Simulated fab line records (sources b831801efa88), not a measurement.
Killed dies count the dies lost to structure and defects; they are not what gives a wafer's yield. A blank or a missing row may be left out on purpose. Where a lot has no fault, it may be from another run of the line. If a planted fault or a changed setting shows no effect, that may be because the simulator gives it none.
fab line records + flow gf180mcu + part 2 of 2: steps 28 to 40 of 40
record:
- lots: 5
- wafers: 15
- last_day: 32
route steps=602 shown V4@496 MIM@503 M5@526
lots with no fault: from the same line, run without faults
start_h: hours from the record's first day to the start of the lot's first wafer shown + wait_h: hours from the lot's prior step to this one + " same as the row above + L1.1+2: one row covering several wafers at once + - no value, or no start was given + * or withheld: withheld + < > ~ a bound
route shown NAME@n: names a module that has steps shown in the file, with the first one's number in the route + usual: average and standard deviation across the fault-free wafers + same: alike in all rows + chamber/n: place in a boat + sites: the reading at each site + _std_site: their standard deviation + _edge_site: outer sites' mean less inner sites' + radius_mm: how far each site lies from the wafer's centre + mask NAME#n: copy n + behind: the most recent tool/chamber to have shaped the wafer + hold: why the lot was held/for how many hours/how that ended + device: names the non-switching transistor (n, p or np) + end of line: tests of these same wafers at the route's end + a step with no rows: only its recipe + killed: dies that structure and defects cost at the first sort, which is not the same as the wafer's yield + map: a wafer's dies, x killed, . not, _ none there
set.NAME: the setting that was run; set.NAME@STEP: the one run at that earlier step + model.NAME: the simulator's own value behind a step, which no gauge read
lots at some steps of the route; a table a step, a row a wafer
services: the hour from which a tool's chamber was out of use, counted from the record's first day as start_h (under 0 if before that day), plus the number of hours and why
== steps ==
step: GF_MIM_STRIP_20
recipe:
- chemistry: O2/N2
- power_w: 1400
- pressure_mtorr: 1500
- platen_temp_c: 250
- o2_flow_sccm: 3000
- n2_flow_sccm: 300
- overash_fraction: 0.5
usual:
- drypump_motor_current_A: 5.8/0.38
- heater_power_w: 318/17
- o2_flow_sccm: 2998/9.2
- oes_product_au: 0.691/0.005
- strip_time_to_endpoint_s: 11.21/0.048
| lot.wafer | tool            | chamber | start_h | wait_h | drypump_motor_current_A | heater_power_w | o2_flow_sccm | oes_product_au | rf_hours_counter_h | strip_time_to_endpoint_s |
|-----------|-----------------|---------|---------|--------|-------------------------|----------------|--------------|----------------|--------------------|--------------------------|
| L077.1    | plasma_asher-04 | 1       | 618.17  | 0.0    | 5.2                     | 299            | 3003         | 0.681          | 84                 | 11.14                    |
| L077.4    | "               | 1       | "       | "      | 5.2                     | 297            | 2990         | 0.693          | -                  | 11.20                    |
| L077.6    | "               | 0       | "       | "      | 6.0                     | 323            | 2995         | 0.690          | -                  | 11.18                    |
| L079.3    | plasma_asher-02 | 1       | 626.82  | 0.1    | 5.9                     | 303            | 2997         | 0.693          | -                  | 11.14                    |
| L079.4    | "               | 0       | "       | "      | 6.4                     | 323            | 2998         | 0.696          | -                  | 11.15                    |
| L079.5    | "               | 0       | "       | "      | 6.4                     | 328            | 2993         | 0.689          | -                  | 11.15                    |
| L083.1    | plasma_asher-04 | 1       | 659.26  | 0.1    | 5.2                     | 292            | 3012         | 0.687          | 88                 | 11.20                    |
| L083.4    | "               | 0       | "       | "      | 6.0                     | 327            | 2990         | 0.693          | -                  | 11.18                    |
| L083.5    | "               | 0       | "       | "      | 6.0                     | 334            | 2999         | 0.692          | -                  | 11.20                    |
| L085.3    | plasma_asher-04 | 0       | 669.69  | 0.1    | 6.0                     | 319            | 2989         | 0.705          | -                  | 11.28                    |
| L085.4    | "               | 1       | "       | "      | 5.2                     | 302            | 2999         | 0.690          | -                  | 11.19                    |
| L085.6    | "               | 0       | "       | "      | 6.0                     | 311            | 2997         | 0.697          | -                  | 11.21                    |
| L088.1    | plasma_asher-01 | 1       | 699.09  | 0.0    | 5.5                     | 337            | 3019         | 0.685          | 63                 | 11.17                    |
| L088.3    | "               | 1       | "       | "      | 5.5                     | 334            | 3022         | 0.688          | -                  | 11.20                    |
| L088.5    | "               | 0       | "       | "      | 6.0                     | 322            | 3022         | 0.697          | -                  | 11.26                    |
step: GF_MIM_STRIP_21
recipe:
- chemistry: post_etch_residue_remover
- time_s: 1200
- temp_c: 72.5
| lot.wafer  | tool         | chamber | start_h | wait_h |
|------------|--------------|---------|---------|--------|
| L077.1+4+6 | wet_bench-03 | 1       | 618.27  | 0.1    |
| L079.3+4+5 | wet_bench-03 | 1       | 626.89  | 0.0    |
| L083.1+4+5 | wet_bench-03 | 3       | 659.36  | 0.1    |
| L085.3+4+6 | wet_bench-02 | 1       | 669.75  | 0.0    |
| L088.1+3+5 | wet_bench-01 | 0       | 699.19  | 0.1    |
step: GF_MIM_CLEAN_22
recipe:
- chemistry: DIW
- dry: n2_spin
| lot.wafer  | tool         | chamber | start_h | wait_h |
|------------|--------------|---------|---------|--------|
| L077.1+4+6 | wet_bench-01 | 0       | 618.61  | 0.0    |
| L079.3+4+5 | wet_bench-01 | 2       | 627.23  | 0.0    |
| L083.1+4+5 | wet_bench-01 | 1       | 659.73  | 0.0    |
| L085.3+4+6 | wet_bench-01 | 2       | 670.10  | 0.0    |
| L088.1+3+5 | wet_bench-02 | 2       | 699.53  | 0.0    |
step: GF_M5_DEHYDRATE_00
recipe:
- temp_c: 200
- time_s: 60
| lot.wafer  | tool           | chamber | start_h | wait_h |
|------------|----------------|---------|---------|--------|
| L077.1+4+6 | litho_track-04 | 0       | 627.75  | 9.0    |
| L079.3+4+5 | litho_track-03 | 0       | 637.09  | 9.8    |
| L083.1+4+5 | litho_track-04 | 0       | 668.65  | 8.8    |
| L085.3+4+6 | litho_track-02 | 0       | 679.18  | 9.0    |
| L088.1+3+5 | litho_track-03 | 0       | 707.74  | 8.1    |
step: GF_M5_HMDS_01
recipe:
- prime_time_s: 60
- prime_temp_c: 120
usual:
- prime_temp_c: 120.00/0.13
| lot.wafer | tool           | chamber | start_h | wait_h | prime_temp_c |
|-----------|----------------|---------|---------|--------|--------------|
| L077.1    | litho_track-04 | 0       | 627.90  | 0.1    | 119.99       |
| L077.4    | "              | 0       | "       | "      | 119.94       |
| L077.6    | "              | 0       | "       | "      | 120.10       |
| L079.3    | litho_track-03 | 0       | 637.24  | 0.1    | 120.12       |
| L079.4    | "              | 0       | "       | "      | 119.96       |
| L079.5    | "              | 0       | "       | "      | 119.89       |
| L083.1    | litho_track-04 | 0       | 668.80  | 0.1    | 119.89       |
| L083.4    | "              | 0       | "       | "      | 119.99       |
| L083.5    | "              | 0       | "       | "      | 119.89       |
| L085.3    | litho_track-02 | 0       | 679.33  | 0.1    | 120.17       |
| L085.4    | "              | 0       | "       | "      | 120.21       |
| L085.6    | "              | 0       | "       | "      | 119.97       |
| L088.1    | litho_track-03 | 0       | 707.89  | 0.1    | 120.11       |
| L088.3    | "              | 0       | "       | "      | 120.07       |
| L088.5    | "              | 0       | "       | "      | 119.82       |
step: GF_M5_COAT_02
recipe:
- resist: KrF
- spin_rpm: withheld
- resist_thk_nm: 1000
| lot.wafer  | tool           | chamber | start_h | wait_h |
|------------|----------------|---------|---------|--------|
| L077.1+4+6 | litho_track-04 | 0       | 628.05  | 0.1    |
| L079.3+4+5 | litho_track-03 | 0       | 637.39  | 0.1    |
| L083.1+4+5 | litho_track-04 | 0       | 668.95  | 0.1    |
| L085.3+4+6 | litho_track-02 | 0       | 679.48  | 0.1    |
| L088.1+3+5 | litho_track-03 | 0       | 708.04  | 0.1    |
step: GF_M5_SOFTBAKE_03
recipe:
- temp_c: 130
- time_s: 59.06
- resist: KrF
| lot.wafer  | tool           | chamber | start_h | wait_h |
|------------|----------------|---------|---------|--------|
| L077.1+4+6 | litho_track-04 | 0       | 628.20  | 0.1    |
| L079.3+4+5 | litho_track-03 | 0       | 637.54  | 0.1    |
| L083.1+4+5 | litho_track-04 | 0       | 669.10  | 0.1    |
| L085.3+4+6 | litho_track-02 | 0       | 679.63  | 0.1    |
| L088.1+3+5 | litho_track-03 | 0       | 708.19  | 0.1    |
step: GF_M5_EXPOSE_04
recipe:
- mask_id: Metal5
- target_cd_nm: 280
- na: 0.68
- source_shape: conventional
- sigma_outer: 0.6
- dose_mj: 28
| lot.wafer  | tool           | chamber | start_h | wait_h | mask     |
|------------|----------------|---------|---------|--------|----------|
| L077.1+4+6 | krf_scanner-01 | 0       | -       | -      | Metal5#0 |
| L079.3+4+5 | krf_scanner-01 | 0       | -       | -      | Metal5#0 |
| L083.1+4+5 | krf_scanner-01 | 0       | -       | -      | Metal5#0 |
| L085.3+4+6 | krf_scanner-01 | 0       | -       | -      | Metal5#0 |
| L088.1+3+5 | krf_scanner-02 | 0       | -       | -      | Metal5#0 |
step: GF_M5_PEB_05
recipe:
- peb_temp_c: 135
- peb_time_s: 90
- resist: KrF
| lot.wafer  | tool           | chamber | start_h | wait_h |
|------------|----------------|---------|---------|--------|
| L077.1+4+6 | litho_track-03 | 0       | -       | -      |
| L079.3+4+5 | litho_track-02 | 0       | -       | -      |
| L083.1+4+5 | litho_track-02 | 0       | -       | -      |
| L085.3+4+6 | litho_track-03 | 0       | -       | -      |
| L088.1+3+5 | litho_track-03 | 0       | -       | -      |
step: GF_M5_DEVELOP_06
recipe:
- develop_time_s: 60
- dev_temp_c: 21
| lot.wafer  | tool           | chamber | start_h | wait_h |
|------------|----------------|---------|---------|--------|
| L077.1+4+6 | litho_track-03 | 0       | 638.14  | 0.2    |
| L079.3+4+5 | litho_track-02 | 0       | 647.48  | 0.1    |
| L083.1+4+5 | litho_track-02 | 0       | 678.98  | 0.2    |
| L085.3+4+6 | litho_track-03 | 0       | 688.39  | 0.1    |
| L088.1+3+5 | litho_track-03 | 0       | 717.24  | 0.2    |
step: GF_M5_CD_MEAS_07
recipe:
- target_cd_nm: 280
usual:
- cd_nm: 280.1/0.98
| lot.wafer | tool      | chamber | start_h | wait_h | cd_nm |
|-----------|-----------|---------|---------|--------|-------|
| L077.1    | cd_sem-01 | -       | 638.29  | 0.1    | 279.3 |
| L077.4    | "         | -       | "       | "      | 280.1 |
| L077.6    | "         | -       | "       | "      | 278.7 |
| L079.3    | cd_sem-02 | -       | 647.62  | 0.1    | 280.4 |
| L079.4    | "         | -       | "       | "      | 280.8 |
| L079.5    | "         | -       | "       | "      | 280.5 |
| L083.1    | cd_sem-02 | -       | 679.13  | 0.1    | 280.2 |
| L083.4    | "         | -       | "       | "      | 280.4 |
| L083.5    | "         | -       | "       | "      | 279.1 |
| L085.3    | cd_sem-02 | -       | 688.53  | 0.1    | 279.5 |
| L085.4    | "         | -       | "       | "      | 279.9 |
| L085.6    | "         | -       | "       | "      | 279.9 |
| L088.1    | cd_sem-01 | -       | 717.39  | 0.1    | 280.0 |
| L088.3    | "         | -       | "       | "      | 279.9 |
| L088.5    | "         | -       | "       | "      | 279.3 |
step: GF_M5_OVL_MEAS_08
usual:
- M5_OVL: 1/5.4
| lot.wafer | tool       | chamber | start_h | wait_h | M5_OVL[nm] |
|-----------|------------|---------|---------|--------|------------|
| L077.1    | overlay-01 | -       | 638.41  | 0.1    | 0          |
| L077.4    | "          | -       | "       | "      | 2          |
| L077.6    | "          | -       | "       | "      | 1          |
| L079.3    | overlay-01 | -       | 647.72  | 0.1    | 9          |
| L079.4    | "          | -       | "       | "      | 9          |
| L079.5    | "          | -       | "       | "      | 7          |
| L083.1    | overlay-02 | -       | 679.27  | 0.1    | -3         |
| L083.4    | "          | -       | "       | "      | -11        |
| L083.5    | "          | -       | "       | "      | -3         |
| L085.3    | overlay-01 | -       | 688.62  | 0.1    | 2          |
| L085.4    | "          | -       | "       | "      | 12         |
| L085.6    | "          | -       | "       | "      | 12         |
| L088.1    | overlay-02 | -       | 717.51  | 0.1    | -6         |
| L088.3    | "          | -       | "       | "      | 0          |
| L088.5    | "          | -       | "       | "      | 3          |
step: GF_M5_ETCH_09
recipe:
- chemistry: CF4/O2
- target: Si3N4
- target_depth_nm: 52
- source_w: 800
- bias_w: 150
- pressure_mtorr: 150
- cf4_flow_sccm: 80
- O2_flow_sccm: 10
- time_s: 11.6
usual:
- drypump_motor_current_A: 5.9/0.37
- oes_product_au: 0.999/0.012
- throttle_valve_pct: 5.970/0.0098
| lot.wafer | tool        | chamber | start_h | wait_h | drypump_motor_current_A | oes_product_au | rf_hours_counter_h | throttle_valve_pct |
|-----------|-------------|---------|---------|--------|-------------------------|----------------|--------------------|--------------------|
| L077.1    | rie_diel-01 | 1       | 638.44  | 0.0    | 5.2                     | 0.996          | 1                  | 5.975              |
| L077.4    | "           | 3       | "       | "      | 5.3                     | 0.990          | 21                 | 5.974              |
| L077.6    | "           | 0       | "       | "      | 6.6                     | 0.991          | -                  | 5.969              |
| L079.3    | rie_diel-04 | 3       | 647.74  | 0.0    | 5.9                     | 1.026          | 2                  | 5.975              |
| L079.4    | "           | 1       | "       | "      | 6.3                     | 0.994          | 20                 | 5.979              |
| L079.5    | "           | 1       | "       | "      | 6.2                     | 0.997          | -                  | 5.963              |
| L083.1    | rie_diel-01 | 2       | 679.31  | 0.0    | 5.4                     | 1.000          | 18                 | 5.974              |
| L083.4    | "           | 0       | "       | "      | 6.6                     | 0.992          | 3                  | 5.968              |
| L083.5    | "           | 2       | "       | "      | 5.3                     | 1.002          | -                  | 5.971              |
| L085.3    | rie_diel-02 | 3       | 688.64  | 0.0    | 6.1                     | 0.992          | 15                 | 5.956              |
| L085.4    | "           | 3       | "       | "      | 6.1                     | 0.985          | -                  | 5.977              |
| L085.6    | "           | 1       | "       | "      | 6.0                     | 0.995          | -                  | 5.976              |
| L088.1    | rie_diel-04 | 3       | 717.54  | 0.0    | 5.9                     | 1.027          | 5                  | 5.957              |
| L088.3    | "           | 1       | "       | "      | 6.3                     | 1.008          | 23                 | 5.977              |
| L088.5    | "           | 3       | "       | "      | 5.9                     | 1.020          | -                  | 5.965              |
== services ==
| tool             | chamber | start_h | hours | kind   |
|------------------|---------|---------|-------|--------|
| cmp-01           | -       | 572.26  | 4.0   | pm     |
| rie_metal-03     | 1       | 572.41  | 5.0   | repair |
| krf_scanner-01   | -       | 582.78  | 1.0   | pm     |
| plasma_asher-04  | -       | 585.39  | 14.6  | pm     |
| cvd_w-02         | -       | 587.53  | 2.8   | pm     |
| pecvd-03         | -       | 591.12  | 14.0  | pm     |
| pvd_sputter-03   | -       | 592.64  | 20.9  | repair |
| rie_metal-01     | 0       | 598.60  | 11.6  | repair |
| krf_scanner-01   | -       | 599.82  | 1.3   | pm     |
| rie_diel-01      | -       | 606.73  | 0.7   | repair |
| pvd_sputter-04   | -       | 611.37  | 0.9   | repair |
| cmp-02           | -       | 619.04  | 9.2   | pm     |
| pecvd-04         | -       | 619.19  | 1.0   | repair |
| cmp-01           | -       | 627.24  | 1.4   | repair |
| rie_diel-04      | 0       | 629.95  | 2.0   | repair |
| cvd_w-02         | -       | 634.51  | 6.9   | pm     |
| krf_scanner-01   | -       | 641.51  | 0.8   | pm     |
| iline_stepper-01 | -       | 650.95  | 4.4   | pm     |
| rie_diel-01      | 2       | 661.46  | 4.6   | repair |
| rie_metal-03     | -       | 665.75  | 3.9   | repair |
| cvd_w-01         | -       | 674.79  | 2.8   | pm     |
| cmp-02           | -       | 678.35  | 0.5   | repair |
| iline_stepper-01 | -       | 691.73  | 12.0  | repair |
| pvd_sputter-01   | -       | 692.21  | 6.0   | repair |
